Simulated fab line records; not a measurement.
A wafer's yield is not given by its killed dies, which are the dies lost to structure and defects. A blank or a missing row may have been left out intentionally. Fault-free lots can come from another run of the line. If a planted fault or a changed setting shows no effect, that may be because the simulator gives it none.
A lot that was struck, set against a sound lot | flow sky130 | 18 out of 708 route steps
Sound: wafers L724.1, L724.2, L724.3. Struck: wafer L725.4 (left out: L725.2, L725.6 of the same lot, which were not struck); the cause appears at the end.
For every step that has rows: the tool of each side, followed by ch and its chambers, followed by its first start. Under that, the readings that differ: sound wafers | struck wafers | difference of the means | sigmas: that difference in standard deviations of wafers without a fault.
alike: readings with means less than 2 such deviations apart, plus words and numbers identical on both sides. not compared: withheld readings, readings lacking a value on some wafer, bounds such as >300 that could conceal the same value, and numbers that have no deviation in the record and whose values overlap.
A row with sigmas, a row that says differs or no value, or rows on one side alone: a step with any of these is where the two part. When numbers do not overlap yet have no deviation, they are printed without sigmas and do not part them. A reading missing from all wafers of one side parts the sides only when that side holds two or more wafers.

first, 5 steps without rows for these wafers: SKY_VIA4_COAT_06 (resist thk 1140 nm); SKY_VIA4_SOFTBAKE_07 (time 60 s); SKY_VIA4_EXPOSE_08 (exposes mask VIM4, target cd 800 nm); SKY_VIA4_PEB_09; SKY_VIA4_DEVELOP_10 (develop time 60 s).
SKY_VIA4_OVL_MEAS_11:
  sound: overlay-02 at day 43 18:05; struck: overlay-01 at day 45 00:19
  alike: VIA4_OVL
SKY_VIA4_ETCH_12: etches SiO2 in C4F8/O2/Ar, stops on TiN, target depth 580 nm.
  sound on rieDiel-01 ch 0,1,2, day 43 18:08; struck on rieDiel-02 ch 0, day 45 00:20
  alike: oesProductAu
SKY_VIA4_STRIP_13: strips in O2/N2.
  sound on plasmaAsher-03 ch 0,1, day 43 18:12; struck on plasmaAsher-01 ch 1, day 45 00:25
reading             | sound             | struck | difference | sigmas
oesProductAu (a.u.) | 0.705 0.705 0.709 | 0.716  | +0.010     | +2
  alike: drypumpMotorCurrentA, stripTimeToEndpointS
  not compared: rfHoursCounterH
then, 3 steps without rows for these wafers: SKY_VIA4_STRIP_14 (strips in post etch residue remover, time 1200 s); SKY_VIA4_CLEAN_15 (cleans in IPA, time 180 s); SKY_VIA4_CLEAN_16 (cleans in O3/DIW).
SKY_VIA4_SPUTTER_17: material TiN, target thk 20 nm, time 80 s.
  sound: pvdSputter-02 at day 43 18:48; struck: pvdSputter-02 at day 45 01:04
  alike: throttleValvePct
SKY_VIA4_CVD_18: deposits W, target thk 505 nm, time 152.14 s.
  sound on cvdW-01 ch 0,1, day 43 18:52; struck on cvdW-02 ch 1, day 45 01:07
reading                           | sound           | struck | difference | sigmas
heaterPowerW (W)                  | 822 817 839     | 885    | +59        | +3
model.W_of_VIA4_CVD_18.thkNm (nm) | 500.6 511 501.1 | 810.4  | +306.2     | 
  alike: chamberPressureTorr
SKY_VIA4_RS_MEAS_19: uses a four-point probe to measure.
  sound: filmMetro-04 at day 43 19:01; struck: filmMetro-02 at day 45 01:17
reading            | sound                | struck | difference | sigmas
VIA4_W_RS (ohm/sq) | 0.2278 0.2234 0.2282 | 0.1407 | -0.0858    | -33
SKY_VIA4_THK_MEAS_20: measures by xrf.
  sound: filmMetro-04 at day 43 19:08; struck: filmMetro-02 at day 45 01:24
reading         | sound       | struck | difference | sigmas
VIA4_W_THK (nm) | 520 531 521 | 848    | +324       | +46
SKY_VIA4_CMP_21: polishes, stops on SiO2, t overpolish 25 s, target thk 0 nm.
  sound on cmp-01 ch 0,1,2, day 43 19:11; struck on cmp-02 ch 3, day 45 01:30
reading             | sound       | struck | difference | sigmas
timeToEndpointS (s) | 120 123 122 | 205    | +83        | +19
  alike: motorCurrentA, platenRpm, retainingRingPressureFrac
SKY_METAL5_SPUTTER_00: material Ti, target thk 15 nm, time 10 s.
  sound: pvdSputter-03 at day 43 19:29; struck: pvdSputter-03 at day 45 01:45
  alike: throttleValvePct
-- the record jumps here: 3 days lie between the struck wafers' starts before and after (it left off in module METAL5 and takes up again in module PAD_OPEN, whose first step shown is number 708 of the route) --
SKY_PAD_OPEN_PROBE_99:
  the record has rows for the struck wafers here (prober-02, day 47 17:38) and none for the sound ones

== WHERE THEY PART ==
Last at SKY_PAD_OPEN_PROBE_99 as far as this record goes, first at SKY_VIA4_STRIP_13.

WHY: the cause the simulator had injected
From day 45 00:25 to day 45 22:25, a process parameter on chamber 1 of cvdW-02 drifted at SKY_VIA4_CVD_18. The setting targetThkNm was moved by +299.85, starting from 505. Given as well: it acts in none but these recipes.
